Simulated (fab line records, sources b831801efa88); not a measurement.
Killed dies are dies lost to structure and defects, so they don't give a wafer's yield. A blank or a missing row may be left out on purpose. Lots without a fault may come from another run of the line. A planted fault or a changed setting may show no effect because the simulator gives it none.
fab line records | flow sfq_line
record lots=14 wafers=42 last_day=80
route steps=325 shown I4@172
lots that met no fault: from a run of the same line without faults
start_h: hours from the record's first day to the start of the lot's first wafer shown | wait_h: hours since the lot's step before | " the same as in the row above | L1.1+2: a row that stands for several wafers | - no value, or no start given | * or withheld: withheld | < > ~ a bound
route shown NAME@n: a module of which the file shows steps, and the number in the route of the first | usual: mean/standard deviation of fault-free wafers | same: alike in all rows | chamber/n: place in a boat | sites: the reading at each site | _std_site: their standard deviation | _edge_site: outer sites' mean less inner sites' | radius_mm: how far each site lies from the wafer's centre | mask NAME#n: copy n | behind: the tool/chamber that last shaped the wafer | hold: why the lot was held/for how many hours/how that ended | device: the transistor (n, p or np) that didn't switch | end of line: the same wafers' tests at the end of the route | a step without rows: its recipe alone | killed: dies lost to structure and defects at the first sort, not the wafer's yield | map: a wafer's dies, x killed, . not, _ none there
set.NAME: the setting as run; set.NAME@STEP: as run at that earlier step | model.NAME: the simulator's own value behind a step, which no gauge read
steps of the route over a sample of lots; a table a step, a row a wafer
## steps
# step SFQ_TRILAYER_I4_VIA_LITHO_DEVELOP_105
# recipe time_s=60 resist=KrF
# usual chill_plate_temp_C=22.98/0.11 exhaust_pa=45.0/0.93
# columns lot.wafer tool chamber start_h wait_h chill_plate_temp_C exhaust_pa
L327.1 litho_track-03 0 1101.73 0.1 22.84 44.2
L327.4 " 0 " " 22.88 45.0
L327.6 " 0 " " 22.80 45.9
L328.1 litho_track-03 0 1102.93 0.1 22.98 44.5
L328.3 " 0 " " 23.11 43.9
L328.5 " 0 " " 22.92 44.7
L329.2 litho_track-03 0 1104.16 0.1 22.92 45.8
L329.4 " 0 " " 22.86 45.8
L329.5 " 0 " " 22.95 44.9
L331.2 litho_track-03 0 1264.09 0.1 22.86 45.8
L331.4 " 0 " " 22.82 46.1
L331.6 " 0 " " 22.92 46.9
L332.2 litho_track-04 0 1270.09 0.1 23.02 46.0
L332.4 " 0 " " 23.07 44.4
L332.6 " 0 " " 22.92 45.1
L333.1 litho_track-03 0 1271.26 0.1 23.10 45.7
L333.4 " 0 " " 22.96 43.9
L333.5 " 0 " " 23.05 43.8
L335.1 litho_track-03 0 1282.68 0.1 22.96 43.8
L335.2 " 0 " " 22.99 45.1
L335.5 " 0 " " 22.90 43.8
L336.1 litho_track-01 0 1286.28 0.1 22.98 45.0
L336.2 " 0 " " 23.00 44.1
L336.4 " 0 " " 23.02 46.1
L339.3 litho_track-03 0 1333.39 0.1 22.99 44.6
L339.4 " 0 " " 22.94 45.1
L339.6 " 0 " " 22.82 43.6
L345.1 litho_track-01 - 1461.19 0.1 - -
L345.2 " - " " - -
L345.6 " - " " - -
L346.2 litho_track-03 - 1469.61 0.1 - -
L346.5 " - " " - -
L346.6 " - " " - -
L347.2 litho_track-03 0 1470.81 0.1 22.79 46.3
L347.4 " 0 " " 22.88 45.1
L347.6 " 0 " " 22.78 46.3
L348.1 litho_track-04 0 1482.91 0.1 22.91 45.1
L348.2 " 0 " " 22.89 45.2
L348.3 " 0 " " 23.03 45.1
L349.3 litho_track-03 0 1498.38 0.1 22.97 45.7
L349.4 " 0 " " 23.04 45.8
L349.6 " 0 " " 23.07 45.9
## key
first_sign step=SFQ_TRILAYER_I4_VIA_LITHO_DEVELOP_105 reading=tool_record direction=missing
effect none on later readings
met_at SFQ_TRILAYER_I4_VIA_LITHO_DEVELOP_105
struck_lots L345,L346
onset_between 1333.39 1461.19
fault kind=skipped_step_whole tool=litho_track-01,litho_track-03 chamber=- onset_h=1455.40 steps=SFQ_TRILAYER_I4_VIA_LITHO_DEVELOP_105 scope=struck_lots_only
